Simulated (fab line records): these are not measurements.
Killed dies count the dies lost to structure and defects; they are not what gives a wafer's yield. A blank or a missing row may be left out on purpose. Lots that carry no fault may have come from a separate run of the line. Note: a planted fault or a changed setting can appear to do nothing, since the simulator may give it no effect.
Which tool is to blame?    flow sky130    Sampling: 11 lots, 33 wafers, 5 of 708 route steps

## WHAT EACH GAUGE READ, for each wafer
Not one reading of a measure or inspect step in the record can be checked against a usual standard deviation.

## EACH LOT AND THE TOOL THAT RAN IT (in order: tool; ch and the chambers of the sampled wafers; start)
lot   SKY_METAL2_ETCH_18                 SKY_VIA2_ETCH_15                    SKY_CAPM_CVD_00                  SKY_PAD_OPEN_COAT_02               SKY_PAD_OPEN_STRIP_08
L265  rie metal-04 ch 0,1, day 36 04:07  rie diel-04 ch 0,1,2, day 37 07:25  pecvd-01 ch 1,2, day 37 09:00    litho track-01 ch 0, day 46 01:46  plasma asher-02 ch 0,1, day 46 11:49
L267  rie metal-01 ch 0,1, day 36 15:42  rie diel-02 ch 0,1,2, day 37 19:01  pecvd-02 ch 0,1, day 37 20:30    litho track-02 ch 0, day 46 09:55  plasma asher-03 ch 0,1, day 46 20:07
L272  rie metal-03 ch 0,1, day 38 07:21  rie diel-02 ch 0,2, day 39 09:49    pecvd-02 ch 0,1,2, day 39 11:19  litho track-02 ch 0, day 47 17:56  plasma asher-01 ch 0,1, day 48 03:34
L273  rie metal-04 ch 0,1, day 38 15:16  rie diel-04 ch 0,1,3, day 39 16:46  pecvd-03 ch 1,2, day 39 18:14    litho track-03 ch 0, day 47 22:58  plasma asher-02 ch 0,1, day 48 08:40
L274  rie metal-04 ch 0,1, day 39 01:39  rie diel-04 ch 2,3, day 40 04:28    pecvd-03 ch 0,1, day 40 06:07    litho track-02 ch 0, day 48 05:47  plasma asher-01 ch 0,1, day 48 15:22
L275  rie metal-01 ch 0,1, day 39 05:34  rie diel-02 ch 1,2,3, day 40 07:55  pecvd-01 ch 1,2, day 40 09:44    litho track-02 ch 0, day 48 10:52  plasma asher-03 ch 0,1, day 48 20:45
L280  rie metal-03 ch 0,1, day 40 12:52  rie diel-01 ch 0,3, day 41 14:16    pecvd-02 ch 1,2, day 41 16:09    litho track-01 ch 0, day 49 10:52  plasma asher-03 ch 0,1, day 49 20:34
L282  rie metal-03 ch 0,1, day 41 08:09  rie diel-04 ch 0,1,2, day 42 08:53  pecvd-02 ch 0,2, day 42 10:22    litho track-01 ch 0, day 49 22:52  plasma asher-01 ch 0,1, day 50 06:55
L283  rie metal-03 ch 0, day 41 11:49    rie diel-01 ch 0,1,2, day 42 12:52  pecvd-01 ch 0,2, day 42 14:20    litho track-01 ch 0, day 50 02:01  plasma asher-02 ch 0,1, day 50 10:21
L284  rie metal-03 ch 0, day 41 22:19    rie diel-02 ch 0,1,2, day 42 23:28  pecvd-02 ch 0,2, day 43 00:59    litho track-03 ch 0, day 50 08:10  plasma asher-03 ch 0,1, day 50 16:24
L285  rie metal-03 ch 0,1, day 42 03:06  rie diel-02 ch 0,1,3, day 43 03:16  pecvd-01 ch 0,2, day 43 04:46    litho track-01 ch 0, day 50 10:50  plasma asher-03 ch 0,1, day 50 18:52
- SKY_METAL2_ETCH_18: etches BARC in N2/H2, stops on SiO2, time 45.9 s, target depth 60 nm.
- SKY_VIA2_ETCH_15: etches SiO2 in C4F8/O2/Ar, stops on TiN, target depth 546 nm, time 84 s.
- SKY_CAPM_CVD_00: deposits SiO2, target thk 15.5 nm.
- SKY_PAD_OPEN_COAT_02: resist thk 3000 nm.
- SKY_PAD_OPEN_STRIP_08: strips in O2/N2.

## WHAT THE TOOLS THEMSELVES READ (means of the sampled wafers that have a number; where no wafer has one, the mark that the record gives instead)
SKY_METAL2_ETCH_18. Usual: drypump motor current A 5.6 A, standard deviation 0.3; h2 flow sccm 200.0 sccm, standard deviation 0.63; oes product au 0.854 a.u., standard deviation 0.0048; throttle valve pct 13.224 %, standard deviation 0.0098.
lot   tool          drypump motor current A (A)  h2 flow sccm (sccm)  oes product au (a.u.)  throttle valve pct (%)  flag
L265  rie metal-04  5.4                          200.2                0.853                  13.226                  
L267  rie metal-01  5.7                          200.6                0.855                  13.231                  
L272  rie metal-03  5.7                          199.4                0.857                  13.223                  
L273  rie metal-04  5.6                          200.6                0.855                  13.220                  
L274  rie metal-04  5.6                          200.2                0.853                  13.233                  
L275  rie metal-01  5.8                          200.3                0.852                  13.228                  
L280  rie metal-03  5.6                          199.4                0.850                  13.221                  
L282  rie metal-03  5.7                          199.9                0.850                  13.225                  
L283  rie metal-03  5.6                          199.9                0.851                  13.228                  
L284  rie metal-03  5.6                          199.5                0.854                  13.226                  
L285  rie metal-03  5.7                          199.8                0.851                  13.228                  

SKY_VIA2_ETCH_15. Usual: oes product au 0.939 a.u., standard deviation 0.0049.
lot   tool         oes product au (a.u.)  flag
L265  rie diel-04  0.939                  
L267  rie diel-02  0.938                  
L272  rie diel-02  0.939                  
L273  rie diel-04  0.939                  
L274  rie diel-04  0.937                  
L275  rie diel-02  0.939                  
L280  rie diel-01  0.937                  
L282  rie diel-04  0.937                  
L283  rie diel-01  0.942                  
L284  rie diel-02  0.935                  
L285  rie diel-02  0.940                  

SKY_CAPM_CVD_00. Usual: heater power w 707 W, standard deviation 110.
lot   tool      heater power w (W)  flag
L265  pecvd-01  671                 
L267  pecvd-02  650                 
L272  pecvd-02  670                 
L273  pecvd-03  656                 
L274  pecvd-03  729                 
L275  pecvd-01  745                 
L280  pecvd-02  578                 
L282  pecvd-02  754                 
L283  pecvd-01  638                 
L284  pecvd-02  703                 
L285  pecvd-01  767                 

SKY_PAD_OPEN_COAT_02. Usual: spin speed rpm 2000.0 rpm, standard deviation 1.3.
lot   tool            spin speed rpm (rpm)  flag
L265  litho track-01  2000.3                
L267  litho track-02  2000.5                
L272  litho track-02  1998.0                
L273  litho track-03  2000.3                
L274  litho track-02  2047.0                OFF
L275  litho track-02  2047.4                OFF
L280  litho track-01  2000.1                
L282  litho track-01  1999.9                
L283  litho track-01  2000.6                
L284  litho track-03  1999.2                
L285  litho track-01  1999.7                

SKY_PAD_OPEN_STRIP_08. Usual: drypump motor current A 5.8 A, standard deviation 0.49; oes product au 0.663 a.u., standard deviation 0.005; strip time to endpoint s 37.09 s, standard deviation 0.12.
lot   tool             drypump motor current A (A)  oes product au (a.u.)  strip time to endpoint s (s)  flag
L265  plasma asher-02  5.6                          0.664                  37.18                         
L267  plasma asher-03  6.2                          0.666                  37.24                         
L272  plasma asher-01  5.5                          0.657                  37.14                         
L273  plasma asher-02  5.6                          0.666                  37.16                         
L274  plasma asher-01  5.2                          0.663                  36.64                         OFF
L275  plasma asher-03  6.2                          0.660                  36.73                         OFF
L280  plasma asher-03  6.2                          0.666                  37.02                         
L282  plasma asher-01  5.5                          0.663                  37.09                         
L283  plasma asher-02  5.4                          0.663                  37.06                         
L284  plasma asher-03  6.2                          0.661                  37.01                         
L285  plasma asher-03  6.2                          0.664                  37.20                         

## THE ANSWER, worked out from the rows above alone
Rule: lot off if the mean of its wafers having a number is beyond 3 standard deviations from the usual mean. Also off: a lot with no number at a reading for which 4 or more lots have one. All remaining lots with rows at the step are treated as sound. First the gauges in route order, then the tools' own readings, where a lot's mean is used as printed above. At the first step where some lot is off, the reading lying furthest off is the one used; lots without a number count as furthest.
Off, at SKY_PAD_OPEN_COAT_02 on spin speed rpm: L274, L275.
If a tool, at that step or one of the process steps before it, ran each lot that is off and ran no sound lot following the first of them, it fits. One candidate fits, namely litho track-02 at SKY_PAD_OPEN_COAT_02. Its last sound lot is L272 (day 47 17:56), its first lot that is off L274 (day 48 05:47): a fault that began between those two fits.
The tool's own readings at SKY_PAD_OPEN_COAT_02 bear it out: on the lots that are off they differ by more than 5 times the standard deviation of the sound lots' means. spin speed rpm reads 2047.2 rpm there against 1999.8 rpm on the sound lots.

## WHAT THE SIMULATOR HAD INSERTED
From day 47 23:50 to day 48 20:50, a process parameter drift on litho track-02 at SKY_PAD_OPEN_COAT_02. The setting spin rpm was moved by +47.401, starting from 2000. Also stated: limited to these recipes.
Lots struck among those shown: L274, L275. The rule above reached the same finding.
